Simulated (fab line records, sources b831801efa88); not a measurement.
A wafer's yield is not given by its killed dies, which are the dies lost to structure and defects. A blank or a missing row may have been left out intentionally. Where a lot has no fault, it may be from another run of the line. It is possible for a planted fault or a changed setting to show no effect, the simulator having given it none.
Which tool did it? | flow sfq_line | 42 wafers sampled from 14 lots at 1 step of a route of 325

## WHAT THE GAUGES READ, wafer by wafer
Not one reading of a measure or inspect step in the record can be checked against a usual standard deviation.

## EACH LOT AND THE TOOL THAT RAN IT (in order: tool; ch and the chambers of the sampled wafers; start)
lot  | SFQ_TRILAYER_M0_BARC_OPEN_METAL_ETCH_031
L147 | rie_metal-01 ch 0, day 11 12:31
L151 | rie_metal-04 ch 0,1, day 12 21:00
L153 | rie_metal-01 ch 0, day 14 10:19
L154 | rie_metal-03 ch 0,1, day 14 19:56
L155 | rie_metal-01 ch 0,1, day 15 07:55
L157 | rie_metal-01 ch 0,1, day 16 05:39
L158 | rie_metal-04 ch 0,1, day 16 11:39
L160 | rie_metal-03 ch 0,1, day 16 21:16
L161 | rie_metal-01 ch 0,1, day 17 06:51
L162 | rie_metal-01 ch 0,1, day 17 15:23
L163 | rie_metal-03 ch 0, day 18 04:37
L164 | rie_metal-01 ch 0,1, day 18 09:22
L165 | rie_metal-03 ch 0,1, day 18 20:18
L170 | rie_metal-04 ch 0,1, day 21 07:38
- SFQ_TRILAYER_M0_BARC_OPEN_METAL_ETCH_031: etches BARC in O2, target depth 125 nm, time 41.7 s.

## WHAT THE TOOLS THEMSELVES READ (means of the sampled wafers that have a number; where no wafer has one, the mark that the record gives instead)
SFQ_TRILAYER_M0_BARC_OPEN_METAL_ETCH_031. Usual: drypump_motor_current_A 5.51 A, standard deviation 0.24; oes_product_au 0.684 a.u., standard deviation 0.005; run_length_s 70.2 s, standard deviation 0.37.
lot  | tool         | drypump_motor_current_A (A) | oes_product_au (a.u.) | run_length_s (s) | flag
L147 | rie_metal-01 | 5.81                        | 0.683                 | 69.9             |
L151 | rie_metal-04 | 5.22                        | 0.689                 | 70.2             |
L153 | rie_metal-01 | 5.81                        | 0.687                 | 70.0             |
L154 | rie_metal-03 | 5.41                        | 0.684                 | 70.6             |
L155 | rie_metal-01 | 5.74                        | 0.686                 | 70.1             |
L157 | rie_metal-01 | 5.76                        | 0.690                 | 69.8             |
L158 | rie_metal-04 | 5.27                        | 0.687                 | 70.5             |
L160 | rie_metal-03 | 5.42                        | 0.682                 | 70.0             |
L161 | rie_metal-01 | 5.73                        | 0.687                 | 70.0             |
L162 | rie_metal-01 | 5.79                        | 0.709                 | 68.1             | OFF
L163 | rie_metal-03 | 5.55                        | 0.678                 | 70.2             |
L164 | rie_metal-01 | 5.76                        | 0.710                 | 67.9             | OFF
L165 | rie_metal-03 | 5.41                        | 0.683                 | 70.3             |
L170 | rie_metal-04 | 5.26                        | 0.682                 | 70.6             |

## THE ANSWER, worked out from the rows above alone
Rule: take the mean of a lot's wafers that have a number; if it is more than 3 standard deviations from the usual mean, the lot is off. A lot without any number at a reading at which 4 lots or more have one is off too. All remaining lots with rows at the step are treated as sound. Order of review: gauges by route order, followed by the tools' own readings, for which a lot's mean as printed above is used. At the first step where some lot is off, the reading lying furthest off is the one used; lots without a number count as furthest.
Off: L162, L164, at SFQ_TRILAYER_M0_BARC_OPEN_METAL_ETCH_031 (run_length_s).
A tool fits if, at that step or a process step before it, it ran every lot that is off, and no sound lot after the first of them. One candidate fits, namely rie_metal-01 at SFQ_TRILAYER_M0_BARC_OPEN_METAL_ETCH_031. Its last sound lot is L161 (day 17 06:51), its first lot that is off L162 (day 17 15:23): a fault that began between those two fits.
The tool's own readings at SFQ_TRILAYER_M0_BARC_OPEN_METAL_ETCH_031 bear it out: on the lots that are off they differ by more than 5 times the standard deviation of the sound lots' means. oes_product_au reads 0.710 a.u. there against 0.685 a.u. on the sound lots; run_length_s reads 68.0 s there against 70.2 s on the sound lots.

## WHAT WAS PUT IN BY THE SIMULATOR
rie_metal-01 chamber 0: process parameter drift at SFQ_TRILAYER_M0_BARC_OPEN_METAL_ETCH_031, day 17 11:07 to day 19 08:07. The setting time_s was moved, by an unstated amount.
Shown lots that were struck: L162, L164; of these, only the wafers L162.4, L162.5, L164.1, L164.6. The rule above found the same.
